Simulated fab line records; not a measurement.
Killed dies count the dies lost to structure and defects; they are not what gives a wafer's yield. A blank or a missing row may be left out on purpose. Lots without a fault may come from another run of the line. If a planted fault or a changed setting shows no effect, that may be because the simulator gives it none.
Code-filled problem report in 8D (eight disciplines) form :: flow sky130 :: the parts of the form that need people (team, actions taken, sign-off) are left out

1. THE PROBLEM
Mean of cd-nm at SKY_POLY_GATE_CD_MEAS_13: 138.6 nm across 6 wafers in 2 lots; on wafers with no fault it is 149.5 nm (standard deviation 1.7). Measured from the usual mean, that is -6.4 standard deviations.
The step: target cd 150 nm.
First seen on wafer L413.1, day 21 15:01, on cd-sem-01. The record has a number at this step for 42 wafers belonging to 14 lots. Rule for "out", or "out of limits": more than 4 standard deviations from the usual mean. The rest of the wafers with a number are treated as sound.

2. WHAT IT IS, AND WHAT IT ISN'T
question: which readings at this step
is: cd-nm
is not: -

question: which lots
is: L413, L414
is not: L399, L400, L401, L402, L403, L404, L406, L408, L409, L412, L417, L419

question: which wafers of those lots
is: all that have a number
is not: -

question: read on which gauges
is: cd-sem-01
is not: cd-sem-02

question: when
is: from day 21 15:01
is not: up to then (30 sound wafers); but 6 sound wafers of L417, L419 came after

3. THE SUSPECTS, EACH WITH WHAT RULES IT OUT
Counting: any tool at a process step up to the reading is kept as a suspect provided that every lot that is out went through it and no sound lot did after the first of them.
- ruled out: the gauge at SKY_POLY_GATE_CD_MEAS_13. All the wafers that are out were read on cd-sem-01, but those of them that SKY_POLY_GATE_EXPOSE_10 has rows for are out there too, on other tools.
- krf-scanner-01 at SKY_POLY_GATE_EXPOSE_10 (exposes mask P1M, target cd 150 nm): kept. Every lot that is out went through it, starting with L413 (day 20 23:32), and after that it ran no sound lot; the last sound lot it ran before then is L412 (day 20 11:22). On those wafers its own readings are out: exposure-dose-mJ-cm2.
The count leaves krf-scanner-01 at SKY_POLY_GATE_EXPOSE_10.

4. THE CAUSE (what the simulator had put in)
Process parameters drifting: krf-scanner-01 at SKY_POLY_GATE_EXPOSE_10, beginning at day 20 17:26. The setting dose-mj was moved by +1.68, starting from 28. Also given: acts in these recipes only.
This tool alone remained once counting was done.

5. THE EFFECT CHAIN, in route order
One row per reading whose mean, taken over the struck wafers that have a number, lies over 3 standard deviations from the usual. Readings are gone through only where the record gives a usual standard deviation; hours: the median, over the lots, of the time from a lot's start at the first step in this table giving one to that lot's start at this step; sigmas: the change measured in usual standard deviations.
hours: 0
step: SKY_POLY_GATE_EXPOSE_10
reading: exposure-dose-mJ-cm2
usual: 27.97
on struck wafers: 29.68
change: +1.71
sigmas: +55

hours: 15
step: SKY_POLY_GATE_CD_MEAS_13
reading: cd-nm
usual: 149.5 nm
on struck wafers: 138.6
change: -10.9
sigmas: -6.4
Process steps it contains:
- SKY_POLY_GATE_EXPOSE_10: exposes mask P1M, target cd 150 nm.

6. HOW IT WOULD HAVE BEEN CAUGHT EARLIER
The first out-of-limits reading at a measuring or inspecting step in this record came at day 21 15:01, 22 hours after the fault's start at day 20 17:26.
The tool's own readings at SKY_POLY_GATE_EXPOSE_10 were out on every struck wafer that the step has a row for (exposure-dose-mJ-cm2): an alarm limit on them would have fired on the first of those.
Each of the lots that are out, 2 in all, had begun SKY_POLY_GATE_EXPOSE_10 on krf-scanner-01 no later than day 21 15:01. Tool hold at that time: it would have spared none of them.
